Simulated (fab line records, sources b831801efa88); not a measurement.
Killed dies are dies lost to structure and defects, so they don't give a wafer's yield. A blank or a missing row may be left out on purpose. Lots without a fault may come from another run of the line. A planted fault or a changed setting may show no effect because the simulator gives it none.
Which tool did it? | flow sky130 | 12 lots, 36 wafers sampled, at 5 steps of a route of 708

WHAT THE GAUGES READ, wafer by wafer
The record holds no reading of a measuring or inspecting step that can be judged against a usual standard deviation.

WHICH TOOL RAN EACH LOT (tool, then ch and the chambers of the sampled wafers, then the start)
lot  | SKY_NWELL_COAT_18                 | SKY_NWELL_STRIP_25                   | SKY_VIA1_ETCH_15                   | SKY_METAL2_SPUTTER_00        | SKY_METAL2_SPUTTER_01
L539 | litho_track-02 ch 0, day 5 11:27  | plasma_asher-04 ch 0,1, day 5 21:19  | rie_diel-03 ch 0,1,3, day 34 12:42 | pvd_sputter-02, day 34 13:58 | pvd_sputter-02, day 34 14:00
L540 | litho_track-02 ch 0, day 5 16:33  | plasma_asher-01 ch 0,1, day 6 02:10  | rie_diel-02 ch 0,1,2, day 35 00:41 | pvd_sputter-01, day 35 02:04 | pvd_sputter-01, day 35 02:05
L542 | litho_track-04 ch 0, day 6 02:56  | plasma_asher-01 ch 1, day 6 17:20    | rie_diel-03 ch 1,2,3, day 35 22:05 | pvd_sputter-02, day 35 23:22 | pvd_sputter-02, day 35 23:23
L548 | litho_track-01 ch 0, day 7 20:49  | plasma_asher-01 ch 1, day 8 08:04    | rie_diel-03 ch 0,2, day 38 04:20   | pvd_sputter-04, day 38 05:36 | pvd_sputter-04, day 38 05:37
L549 | litho_track-01 ch 0, day 8 00:13  | plasma_asher-04 ch 0,1, day 8 10:52  | rie_diel-03 ch 0,2,3, day 37 21:25 | pvd_sputter-04, day 37 22:41 | pvd_sputter-04, day 37 22:43
L550 | litho_track-01 ch 0, day 8 07:01  | plasma_asher-01 ch 1, day 8 17:31    | rie_diel-01 ch 2,3, day 38 15:05   | pvd_sputter-02, day 38 16:21 | pvd_sputter-02, day 38 16:23
L551 | litho_track-01 ch 0, day 8 13:58  | plasma_asher-01 ch 0,1, day 9 00:49  | rie_diel-03 ch 0,2, day 38 20:20   | pvd_sputter-02, day 38 21:37 | pvd_sputter-02, day 38 21:38
L552 | litho_track-02 ch 0, day 8 17:03  | plasma_asher-01 ch 0,1, day 9 05:04  | rie_diel-01 ch 1,2,3, day 38 23:32 | pvd_sputter-04, day 39 00:50 | pvd_sputter-04, day 39 00:51
L553 | litho_track-04 ch 0, day 9 00:23  | plasma_asher-04 ch 0,1, day 9 12:07  | rie_diel-02 ch 0,2,3, day 39 05:10 | pvd_sputter-04, day 39 06:26 | pvd_sputter-04, day 39 06:28
L554 | litho_track-01 ch 0, day 9 00:40  | plasma_asher-02 ch 0,1, day 9 12:28  | rie_diel-03 ch 0,1, day 39 08:56   | pvd_sputter-04, day 39 10:12 | pvd_sputter-04, day 39 10:13
L555 | litho_track-02 ch 0, day 9 10:04  | plasma_asher-04 ch 0,1, day 9 21:16  | rie_diel-01 ch 2,3, day 39 19:46   | pvd_sputter-01, day 39 21:23 | pvd_sputter-01, day 39 21:25
L560 | litho_track-04 ch 0, day 10 23:53 | plasma_asher-01 ch 0,1, day 11 11:53 | rie_diel-02 ch 0,1,3, day 41 13:22 | pvd_sputter-01, day 41 14:38 | pvd_sputter-01, day 41 14:40
- SKY_NWELL_COAT_18: resist thk 3000 nm.
- SKY_NWELL_STRIP_25: strips in O2/N2.
- SKY_VIA1_ETCH_15: etches SiO2 in C4F8/O2/Ar, stops on TiN, target depth 351 nm, time 54 s.
- SKY_METAL2_SPUTTER_00: material Ti, target thk 15 nm, time 10 s.
- SKY_METAL2_SPUTTER_01: material TiN, target thk 20 nm, time 16.7 s.

WHAT THE TOOLS THEMSELVES READ (means of the sampled wafers that have a number; where no wafer has one, the mark that the record gives instead)
SKY_NWELL_STRIP_25. Usual: drypump_motor_current_A 5.6 A, standard deviation 0.37; o2_flow_sccm 3000 sccm, standard deviation 8.4; oes_product_au 0.722 a.u., standard deviation 0.0047; strip_time_to_endpoint_s 36.95 s, standard deviation 0.13.
lot  | tool            | drypump_motor_current_A (A) | o2_flow_sccm (sccm) | oes_product_au (a.u.) | strip_time_to_endpoint_s (s) | flag
L539 | plasma_asher-04 | 6.0                         | 3002                | 0.719                 | 37.13                        |
L540 | plasma_asher-01 | 5.2                         | 3004                | 0.717                 | 37.16                        |
L542 | plasma_asher-01 | 5.2                         | 3004                | 0.728                 | 36.92                        |
L548 | plasma_asher-01 | 5.2                         | 2999                | 0.724                 | 37.16                        |
L549 | plasma_asher-04 | 6.1                         | 3006                | 0.721                 | 37.00                        |
L550 | plasma_asher-01 | 5.2                         | 3009                | 0.721                 | 37.00                        |
L551 | plasma_asher-01 | 5.2                         | 2988                | 0.720                 | 35.40                        | OFF
L552 | plasma_asher-01 | 5.2                         | 2999                | 0.723                 | 36.96                        |
L553 | plasma_asher-04 | 6.1                         | 2983                | 0.722                 | 36.83                        |
L554 | plasma_asher-02 | 5.6                         | 3000                | 0.725                 | 35.47                        | OFF
L555 | plasma_asher-04 | 6.1                         | 3003                | 0.725                 | 36.81                        |
L560 | plasma_asher-01 | 5.2                         | 2995                | 0.723                 | 36.93                        |

SKY_VIA1_ETCH_15. Usual: oes_product_au 0.982 a.u., standard deviation 0.0059.
lot  | tool        | oes_product_au (a.u.) | flag
L539 | rie_diel-03 | 0.980                 |
L540 | rie_diel-02 | 0.984                 |
L542 | rie_diel-03 | 0.973                 |
L548 | rie_diel-03 | 0.978                 |
L549 | rie_diel-03 | 0.978                 |
L550 | rie_diel-01 | 0.983                 |
L551 | rie_diel-03 | 0.983                 |
L552 | rie_diel-01 | 0.983                 |
L553 | rie_diel-02 | 0.986                 |
L554 | rie_diel-03 | 0.975                 |
L555 | rie_diel-01 | 0.981                 |
L560 | rie_diel-02 | 0.983                 |

SKY_METAL2_SPUTTER_00. Usual: throttle_valve_pct 29.6 %, standard deviation 1.2.
lot  | tool           | throttle_valve_pct (%) | flag
L539 | pvd_sputter-02 | 28.9                   |
L540 | pvd_sputter-01 | 29.7                   |
L542 | pvd_sputter-02 | 28.5                   |
L548 | pvd_sputter-04 | 30.2                   |
L549 | pvd_sputter-04 | 30.1                   |
L550 | pvd_sputter-02 | 28.9                   |
L551 | pvd_sputter-02 | 28.2                   |
L552 | pvd_sputter-04 | 29.3                   |
L553 | pvd_sputter-04 | 30.7                   |
L554 | pvd_sputter-04 | 29.7                   |
L555 | pvd_sputter-01 | 29.3                   |
L560 | pvd_sputter-01 | 30.7                   |

SKY_METAL2_SPUTTER_01. Usual: throttle_valve_pct 29.6 %, standard deviation 1.2.
lot  | tool           | throttle_valve_pct (%) | flag
L539 | pvd_sputter-02 | 28.9                   |
L540 | pvd_sputter-01 | 29.9                   |
L542 | pvd_sputter-02 | 28.8                   |
L548 | pvd_sputter-04 | 30.1                   |
L549 | pvd_sputter-04 | 30.0                   |
L550 | pvd_sputter-02 | 29.1                   |
L551 | pvd_sputter-02 | 28.3                   |
L552 | pvd_sputter-04 | 29.2                   |
L553 | pvd_sputter-04 | 30.7                   |
L554 | pvd_sputter-04 | 29.8                   |
L555 | pvd_sputter-01 | 29.4                   |
L560 | pvd_sputter-01 | 30.7                   |

THE ANSWER, worked out from the rows above alone
Rule: a lot is off if the mean of its wafers that have a number lies more than 3 standard deviations from the usual mean. A lot without any number at a reading at which 4 lots or more have one is off too. The other lots that the step has rows for count as sound. The gauges are gone through in route order, then the tools' own readings, and for those a lot's mean is taken as printed above. The first step at which some lot is off is used, and at that step the reading that is off furthest; a lot without a number counts as furthest.
Off: L551, L554, at SKY_NWELL_STRIP_25 (strip_time_to_endpoint_s).
A tool fits if, at that step or a process step before it, it ran every lot that is off, and no sound lot after the first of them. One fits: litho_track-01 at SKY_NWELL_COAT_18. Its last sound lot is L550 (day 8 07:01), its first lot that is off L551 (day 8 13:58): a fault that began between those two fits.

WHAT THE SIMULATOR HAD PUT IN
Process parameter drift: litho_track-01, from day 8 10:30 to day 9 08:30, at SKY_NWELL_COAT_18. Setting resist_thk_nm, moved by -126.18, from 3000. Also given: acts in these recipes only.
Lots struck among those shown: L551, L554. The rule above found the same.
